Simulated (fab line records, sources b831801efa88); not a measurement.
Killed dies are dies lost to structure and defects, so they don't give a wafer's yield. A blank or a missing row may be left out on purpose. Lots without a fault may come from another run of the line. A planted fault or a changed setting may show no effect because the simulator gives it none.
Chamber matching | flow sky130 | SKY_CONTACT_CMP_04 on cmp-02: 4 sister chambers
The step polishes SiO2. 16 wafers are shown with their chamber, then 8 later ones without.

WAFERS WITH THEIR CHAMBER
wafer  | chamber | motor_current_A (A) | time_to_endpoint_s (s) | slurry_flow_ml_min
L115.2 | 1       | 13.0                | 90                     | 150.0
L115.3 | 0       | 12.1                | 97                     | 150.2
L115.6 | 0       | 11.9                | 91                     | 149.7
L119.2 | 2       | 10.3                | 92                     | 149.8
L119.4 | 3       | 13.1                | 86                     | 150.4
L119.5 | 0       | 11.6                | 90                     | 149.2
L122.4 | 1       | 12.5                | 83                     | 149.6
L122.5 | 2       | 10.5                | 88                     | 150.4
L122.6 | 1       | 12.5                | 81                     | 150.3
L128.3 | 3       | 13.1                | 80                     | 149.9
L128.4 | 0       | 11.9                | 81                     | 150.3
L128.6 | 2       | 11.0                | 83                     | 151.4
L130.4 | 0       | 12.9                | 82                     | 150.4
L130.5 | 0       | 12.3                | 85                     | 150.0
L130.6 | 3       | 12.5                | 80                     | 150.9
L131.1 | 3       | 13.0                | 82                     | 150.3

SIGNATURES (means of the wafers above)
reading            | chamber 0 | chamber 1 | chamber 2 | chamber 3 | scatter within a chamber
motor_current_A    | 12.117    | 12.667    | 10.600    | 12.925    | 0.374
time_to_endpoint_s | 87.67     | 84.67     | 87.67     | 82.00     | 4.97
slurry_flow_ml_min | 149.967   | 149.967   | 150.533   | 150.375   | 0.506
Rule: a wafer's distance from a chamber is the root of the sum, over the readings, of the square of ((its reading less the chamber's mean) divided by the reading's scatter). The wafer belongs to the nearest chamber; if the next one is less than 2 further off, it can't be placed. The scatter: the root of (the sum of the squares of (reading less its chamber's mean) over the shown wafers, divided by (wafers less chambers)).

WAFERS WITHOUT THEIR CHAMBER
wafer  | motor_current_A (A) | time_to_endpoint_s (s) | slurry_flow_ml_min
L131.3 | 12.1                | 81                     | 149.8
L131.5 | 10.2                | 85                     | 151.1
L132.1 | 13.3                | 87                     | 149.8
L132.3 | 12.6                | 82                     | 150.5
L132.5 | 10.6                | 86                     | 148.8
L136.1 | 13.0                | 85                     | 149.1
L136.3 | 13.0                | 83                     | 149.7
L136.6 | 11.6                | 83                     | 150.0

WHICH CHAMBER EACH WENT THROUGH
wafer  | from the rows above               | in truth
L131.3 | can't be placed: 0 or 1 or 3      | 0
L131.5 | 2                                 | 2
L132.1 | can't be placed: 1 or 3 or 0      | 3
L132.3 | can't be placed: 3 or 1 or 0      | 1
L132.5 | can't be placed: 2 or 0           | 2
L136.1 | can't be placed: 1 or 3 or 0      | 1
L136.3 | can't be placed: 1 or 3 or 0      | 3
L136.6 | can't be placed: 0 or 1 or 2 or 3 | 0
Placed correctly: 1 of 8. Can't be placed from these rows: 7 (the true chamber is among the candidates in 7). Placed wrongly: 0.
